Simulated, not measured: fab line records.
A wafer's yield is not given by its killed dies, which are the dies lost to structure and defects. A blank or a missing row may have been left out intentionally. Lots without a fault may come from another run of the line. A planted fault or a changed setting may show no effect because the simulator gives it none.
A struck lot beside a sound one :: flow sfq line :: 42 out of 325 route steps
Sound: the wafers L619.1, L619.5, L619.6. Struck: wafer L612.2 (left out: L612.1, L612.6 of the same lot, which were not struck); the cause appears at the end.
Each step with rows lists, per side, the tool, then ch with its chambers, then its first start. Under that, the readings that differ: sound wafers :: struck wafers :: difference of the means :: sigmas: that difference in standard deviations of wafers without a fault.
alike: readings with means less than 2 such deviations apart, plus words and numbers identical on both sides. not compared: withheld readings, readings lacking a value on some wafer, bounds such as >300 that could conceal the same value, and numbers that have no deviation in the record and whose values overlap.
Wherever a step has rows on one side only, a row that says differs or no value, or a row with sigmas, the two part there. When numbers do not overlap yet have no deviation, they are printed without sigmas and do not part them. A reading that every wafer of one side lacks parts them only if that side has two wafers or more.

first, 6 steps without rows for these wafers: SFQ_TRILAYER_I6_VIA_LITHO_COAT_174 (resist thk 62 nm); SFQ_TRILAYER_I6_VIA_LITHO_COAT_169 (resist thk 650 nm); SFQ_TRILAYER_I6_VIA_LITHO_SOFTBAKE_173; SFQ_TRILAYER_I6_VIA_LITHO_EXPOSE_170 (exposes mask I6, target cd 700 nm); SFQ_TRILAYER_I6_VIA_LITHO_PEB_172 (peb time 60 s); SFQ_TRILAYER_I6_VIA_LITHO_DEVELOP_171 (time 60 s).
SFQ_I6_OVL_MEAS_942:
  sound on overlay-01, day 83 22:37; struck on overlay-01, day 82 09:52
  alike: I6_OVL
then, 5 steps without rows for these wafers: SFQ_TRILAYER_I6_VIA_BARC_OPEN_VIA_ETCH_235 (etches BARC in O2, target depth 125 nm, time 41.7 s); SFQ_TRILAYER_I6_VIA_ETCH_VIA_ETCH_172 (etches SiO2 in CHF3, stops on Nb, target depth 260 nm); SFQ_TRILAYER_I6_VIA_STRIP_STRIP_173 (strips in O2); SFQ_TRILAYER_I6_VIA_STRIP_SOLV_CLEAN_174 (cleans in NMP, time 600 s); SFQ_TRILAYER_M7_DEP_PRE_CLEAN_176 (time 22.5 s).
SFQ_TRILAYER_M7_DEP_SPUTTER_175: material Nb, target thk 200 nm, time 133.3 s.
  sound on pvd sputter-03, day 83 23:37; struck on pvd sputter-04, day 82 11:05
reading: model.Nb_of_TRILAYER_M7_DEP_SPUTTER_175.thk nm (nm)
sound: 199.3 201.6 202
struck: 150
difference: -51
sigmas: 
  alike: throttle valve pct
SFQ_M7_RS_MEAS_943: measures by four-point-probe.
  sound on film metro-01, day 83 23:43; struck on film metro-01, day 82 11:10
reading: M7_NB_RS (ohm/sq)
sound: 0.891 0.881 0.881
struck: 1.191
difference: +0.307
sigmas: +36
then, 6 steps without rows for these wafers: SFQ_TRILAYER_M7_LITHO_COAT_182 (resist thk 62 nm); SFQ_TRILAYER_M7_LITHO_COAT_177 (resist thk 600 nm); SFQ_TRILAYER_M7_LITHO_SOFTBAKE_181; SFQ_TRILAYER_M7_LITHO_EXPOSE_178 (exposes mask M7, target cd 500 nm); SFQ_TRILAYER_M7_LITHO_PEB_180 (peb time 60 s); SFQ_TRILAYER_M7_LITHO_DEVELOP_179 (time 60 s).
-- the record jumps here: 3 days lie between the struck wafers' starts before and after --
SFQ_M7_OVL_MEAS_945:
  sound on overlay-01, day 86 20:10; struck on overlay-01, day 85 13:25
  alike: M7_OVL
SFQ_TRILAYER_M7_BARC_OPEN_METAL_ETCH_229: etches BARC in O2, target depth 125 nm, time 41.7 s.
  sound on rie metal-02 ch 0,1, day 86 20:13; struck on rie metal-01 ch 1, day 85 13:28
  alike: drypump motor current A, oes product au
  not compared: rf hours counter h
SFQ_TRILAYER_M7_ETCH_METAL_ETCH_180: etches Nb in Cl2/Ar, stops on SiO2, target depth 240 nm, time 120 s.
  sound on rie metal-02 ch 0,1, day 86 20:16; struck on rie metal-01 ch 1, day 85 13:31
reading: oes product au (a.u.)
sound: 0.889 0.901 0.902
struck: 0.772
difference: -0.125
sigmas: -19
  alike: drypump motor current A
  not compared: rf hours counter h
SFQ_TRILAYER_M7_STRIP_STRIP_181: strips in O2.
  sound on rie metal-02 ch 0,1, day 86 20:24; struck on rie metal-01 ch 1, day 85 13:39
  alike: drypump motor current A, oes product au, platen temp c
  not compared: rf hours counter h
then, 1 step without rows for these wafers: SFQ_TRILAYER_M7_STRIP_SOLV_CLEAN_182 (cleans in NMP, time 600 s).
SFQ_TRILAYER_I7_DEP_PECVD_183: deposits SiO2 from SiH4/N2O, time 111.11 s, target thk 500 nm.
  sound on pecvd-04 ch 0,1,2, day 86 21:11; struck on pecvd-04 ch 0, day 85 14:36
  alike: heater power w, throttle valve pct
then, 1 step without rows for these wafers: SFQ_TRILAYER_I7_CMP_CMP_184 (polishes SiO2).
SFQ_I7_BOW_MEAS_946:
  sound on film metro-04, day 87 02:08; struck on film metro-03, day 85 21:17
  alike: I7_BOW
then, 7 steps without rows for these wafers: SFQ_TRILAYER_I7_METRO_MEASURE_185; SFQ_TRILAYER_I7_VIA_LITHO_COAT_192 (resist thk 62 nm); SFQ_TRILAYER_I7_VIA_LITHO_COAT_187 (resist thk 650 nm); SFQ_TRILAYER_I7_VIA_LITHO_SOFTBAKE_191; SFQ_TRILAYER_I7_VIA_LITHO_EXPOSE_188 (exposes mask I7, target cd 1000 nm); SFQ_TRILAYER_I7_VIA_LITHO_PEB_190 (peb time 60 s); SFQ_TRILAYER_I7_VIA_LITHO_DEVELOP_189 (time 60 s).
-- the record jumps here: 3 days lie between the struck wafers' starts before and after --
SFQ_I7_OVL_MEAS_947:
  sound on overlay-01, day 90 14:14; struck on overlay-02, day 89 04:21
  alike: I7_OVL
then, 1 step without rows for these wafers: SFQ_TRILAYER_I7_VIA_BARC_OPEN_VIA_ETCH_260 (etches BARC in O2, target depth 125 nm, time 41.7 s).
SFQ_TRILAYER_I7_VIA_ETCH_VIA_ETCH_190: etches SiO2 in CHF3, stops on Nb, target depth 260 nm.
  sound on rie diel-03 ch 0,2,3, day 90 14:19; struck on rie diel-02 ch 2, day 89 04:26
reading: drypump motor current A (A)
sound: 5.65 5.91 5.52
struck: 5.12
difference: -0.57
sigmas: -2
  alike: oes product au
SFQ_TRILAYER_I7_VIA_STRIP_STRIP_191: strips in O2.
  sound on rie metal-04 ch 0,1, day 90 14:26; struck on rie metal-03 ch 0, day 89 04:32
reading: drypump motor current A (A)
sound: 6.2 6.2 6.1
struck: 5.3
difference: -0.9
sigmas: -2

reading: oes product au (a.u.)
sound: 1.004 1.009 1.001
struck: 0.985
difference: -0.020
sigmas: -2
  alike: platen temp c
  not compared: rf hours counter h
then, 2 steps without rows for these wafers: SFQ_TRILAYER_I7_VIA_STRIP_SOLV_CLEAN_192 (cleans in NMP, time 600 s); SFQ_TRILAYER_M8_LITHO_LOR_COAT_197.
SFQ_M8_BOW_MEAS_951:
  sound on film metro-04, day 93 10:59; struck on film metro-01, day 89 10:13
reading: model.etest.m7.ohm um
sound: 1.792 1.754 1.769
struck: 2.357
difference: +0.585
sigmas: 

reading: model.etest.i6.link ohm
sound: 1.881 1.884 1.865
struck: 2.204
difference: +0.327
sigmas: 

reading: model.etest.i7.link ohm
sound: 1.054 1.041 1.042
struck: 1.345
difference: +0.299
sigmas: 

reading: model.etest.m7.ohm sq
sound: 0.8929 0.8827 0.8811
struck: 1.187
difference: +0.301
sigmas: 
  alike: M8_BOW

WHERE THEY PART
First at SFQ_M7_RS_MEAS_943; last, within this record, at SFQ_TRILAYER_I7_VIA_STRIP_STRIP_191. Later steps at which nothing parts them and some readings are alike: SFQ_M8_BOW_MEAS_951.

WHY: what had been put in by the simulator
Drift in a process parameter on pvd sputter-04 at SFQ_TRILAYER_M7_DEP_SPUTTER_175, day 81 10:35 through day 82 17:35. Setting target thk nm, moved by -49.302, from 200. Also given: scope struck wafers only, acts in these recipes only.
